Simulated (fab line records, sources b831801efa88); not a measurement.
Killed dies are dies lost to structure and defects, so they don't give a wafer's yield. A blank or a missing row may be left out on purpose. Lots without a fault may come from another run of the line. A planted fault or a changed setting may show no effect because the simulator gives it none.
Which tool did it? | flow sky130 | 11 lots, 33 wafers sampled, at 5 steps of a route of 708

WHAT THE GAUGES READ, wafer by wafer
SKY_CONTACT_RS_MEAS_25: measures by four-point-probe.
lot  | measured     | on            | CONTACT_W_RS (ohm/sq)
L430 | day 32 00:19 | film_metro-01 | 0.336 0.339 0.331
L431 | day 32 11:57 | film_metro-01 | 0.330 0.339 0.338
L432 | day 32 20:52 | film_metro-01 | 0.333 0.337 0.330
L433 | day 33 01:23 | film_metro-01 | 0.336 0.340 0.335
L434 | day 33 10:22 | film_metro-04 | 0.340 0.339 0.341
L435 | day 34 00:01 | film_metro-04 | 0.338 0.340 0.336
L436 | day 34 13:13 | film_metro-04 | 0.339 0.338 0.331
L437 | day 34 17:01 | film_metro-01 | 0.330 0.329 0.331
L441 | day 36 00:49 | film_metro-01 | 0.344 0.333 0.337
L451 | day 39 06:22 | film_metro-01 | 0.325 0.326 0.327
L452 | day 39 15:04 | film_metro-04 | 0.341 0.338 0.335

SKY_VIA2_CD_MEAS_12: target cd 200 nm.
lot  | measured     | on        | cd_nm (nm)
L430 | day 36 18:26 | cd_sem-01 | 194.7 196.3 193.8
L431 | day 37 05:22 | cd_sem-02 | 200.5 200.2 201.3
L432 | day 37 13:55 | cd_sem-02 | 201.5 202.9 200.6
L433 | day 37 18:17 | cd_sem-02 | 202.1 202.4 202.4
L434 | day 38 01:08 | cd_sem-01 | 197.7 197.1 198.4
L435 | day 38 16:44 | cd_sem-01 | 197.5 198.7 197.7
L436 | day 39 05:38 | cd_sem-02 | 199.7 200.8 199.5
L437 | day 39 07:41 | cd_sem-02 | 197.4 196.5 197.7
L441 | day 40 14:25 | cd_sem-01 | 201.3 189.5 200.2
L451 | day 43 12:58 | cd_sem-02 | 200.3 201.9 202.9
L452 | day 43 19:59 | cd_sem-02 | 197.4 200.4 198.5

WHICH TOOL RAN EACH LOT (tool, then ch and the chambers of the sampled wafers, then the start)
lot  | SKY_SD_P_STRIP_10                    | SKY_LOCAL_INTERCONNECT_METAL_ETCH_14 | SKY_VIA2_EXPOSE_09
L430 | plasma_asher-01 ch 0,1, day 25 18:13 | rie_metal-02 ch 0,1, day 30 17:59    | krf_scanner-01 ch 0, day 36 05:21
L431 | plasma_asher-04 ch 0,1, day 26 06:43 | rie_metal-02 ch 0, day 31 05:32      | krf_scanner-02 ch 0, day 36 16:05
L432 | plasma_asher-04 ch 0,1, day 26 17:07 | rie_metal-02 ch 0,1, day 31 15:05    | krf_scanner-01 ch 0, day 37 01:02
L433 | plasma_asher-02 ch 0,1, day 26 21:07 | rie_metal-04 ch 0,1, day 31 18:41    | krf_scanner-02 ch 0, day 37 04:57
L434 | plasma_asher-04 ch 0,1, day 27 07:01 | rie_metal-04 ch 0,1, day 32 04:08    | krf_scanner-02 ch 0, day 37 12:29
L435 | plasma_asher-02 ch 0,1, day 27 21:22 | rie_metal-03 ch 0,1, day 32 18:32    | krf_scanner-01 ch 0, day 38 03:33
L436 | plasma_asher-02 ch 0,1, day 28 14:00 | rie_metal-02 ch 0,1, day 33 07:56    | krf_scanner-01 ch 0, day 38 17:07
L437 | plasma_asher-02 ch 0,1, day 28 18:22 | rie_metal-04 ch 0,1, day 33 11:17    | krf_scanner-02 ch 0, day 38 19:30
L441 | plasma_asher-01 ch 0,1, day 30 02:52 | rie_metal-03 ch 0, day 34 19:53      | krf_scanner-02 ch 0, day 40 01:58
L451 | plasma_asher-01 ch 0,1, day 33 12:22 | rie_metal-04 ch 0, day 38 01:50      | krf_scanner-02 ch 0, day 43 02:11
L452 | plasma_asher-02 ch 0,1, day 33 21:48 | rie_metal-02 ch 0,1, day 38 11:36    | krf_scanner-02 ch 0, day 43 08:58
- SKY_SD_P_STRIP_10: strips in O2/N2.
- SKY_LOCAL_INTERCONNECT_METAL_ETCH_14: etches TiN in Cl2/BCl3, stops on PSG, target depth 110 nm, time 31.4 s.
- SKY_VIA2_EXPOSE_09: exposes mask VIM2, target cd 200 nm.

WHAT THE TOOLS THEMSELVES READ (means of the sampled wafers that have a number; where no wafer has one, the mark that the record gives instead)
SKY_SD_P_STRIP_10.
lot  | tool            | drypump_motor_current_A (A) | o2_flow_sccm (sccm) | oes_product_au (a.u.) | strip_time_to_endpoint_s (s)
L430 | plasma_asher-01 | 5.5                         | 3004                | 0.621                 | 17.48
L431 | plasma_asher-04 | 5.0                         | 2998                | 0.618                 | 17.53
L432 | plasma_asher-04 | 5.1                         | 3000                | 0.617                 | 17.57
L433 | plasma_asher-02 | 5.3                         | 2997                | 0.619                 | 17.46
L434 | plasma_asher-04 | 5.1                         | 2992                | 0.615                 | 17.43
L435 | plasma_asher-02 | 5.2                         | 2982                | 0.617                 | 17.58
L436 | plasma_asher-02 | 5.2                         | 2986                | 0.616                 | 17.49
L437 | plasma_asher-02 | 5.2                         | 3009                | 0.615                 | 17.48
L441 | plasma_asher-01 | 5.1                         | 3011                | 0.613                 | 17.52
L451 | plasma_asher-01 | 5.0                         | 3003                | 0.621                 | 17.46
L452 | plasma_asher-02 | 5.2                         | 3001                | 0.619                 | 17.50

SKY_LOCAL_INTERCONNECT_METAL_ETCH_14.
lot  | tool         | drypump_motor_current_A (A) | oes_product_au (a.u.) | throttle_valve_pct (%)
L430 | rie_metal-02 | 5.7                         | 0.948                 | 21.895
L431 | rie_metal-02 | 6.1                         | 0.935                 | 21.913
L432 | rie_metal-02 | 5.9                         | 0.944                 | 21.905
L433 | rie_metal-04 | 5.3                         | 0.943                 | 21.900
L434 | rie_metal-04 | 5.3                         | 0.951                 | 21.894
L435 | rie_metal-03 | 5.8                         | 0.937                 | 21.909
L436 | rie_metal-02 | 5.6                         | 0.922                 | 21.899
L437 | rie_metal-04 | 5.3                         | 0.933                 | 21.904
L441 | rie_metal-03 | 5.5                         | 0.940                 | 21.904
L451 | rie_metal-04 | 5.5                         | 0.936                 | 21.895
L452 | rie_metal-02 | 5.7                         | 0.935                 | 21.902

SKY_VIA2_EXPOSE_09.
lot  | tool           | stage_vel_mm_s (mm/s)
L430 | krf_scanner-01 | 500.07
L431 | krf_scanner-02 | 500.02
L432 | krf_scanner-01 | 499.96
L433 | krf_scanner-02 | 500.27
L434 | krf_scanner-02 | 499.88
L435 | krf_scanner-01 | 500.38
L436 | krf_scanner-01 | 499.75
L437 | krf_scanner-02 | 499.97
L441 | krf_scanner-02 | 499.88
L451 | krf_scanner-02 | 499.87
L452 | krf_scanner-02 | 499.88

THE ANSWER, worked out from the rows above alone
Rule: what is usual is taken from the lots themselves. Put in order of their means at a reading, lots are off if they are a third of the lots or fewer, leave a main group of 4 or more, and stand apart from it by a gap of 3 or more times the standard deviation of the main group's means; of several such gaps the widest counts. A main group whose means are all the same, to the digits that the tables above print for the reading, isn't used. A lot without any number at a reading at which 4 lots or more have one is off too. The other lots that the step has rows for count as sound. The gauges are gone through in route order, then the tools' own readings, and for those a lot's mean is taken as printed above. The first step at which some lot is off is used, and at that step the reading that is off furthest; a lot without a number counts as furthest.
No lot is off at any reading shown: from this, nothing can be told.

WHAT THE SIMULATOR HAD PUT IN
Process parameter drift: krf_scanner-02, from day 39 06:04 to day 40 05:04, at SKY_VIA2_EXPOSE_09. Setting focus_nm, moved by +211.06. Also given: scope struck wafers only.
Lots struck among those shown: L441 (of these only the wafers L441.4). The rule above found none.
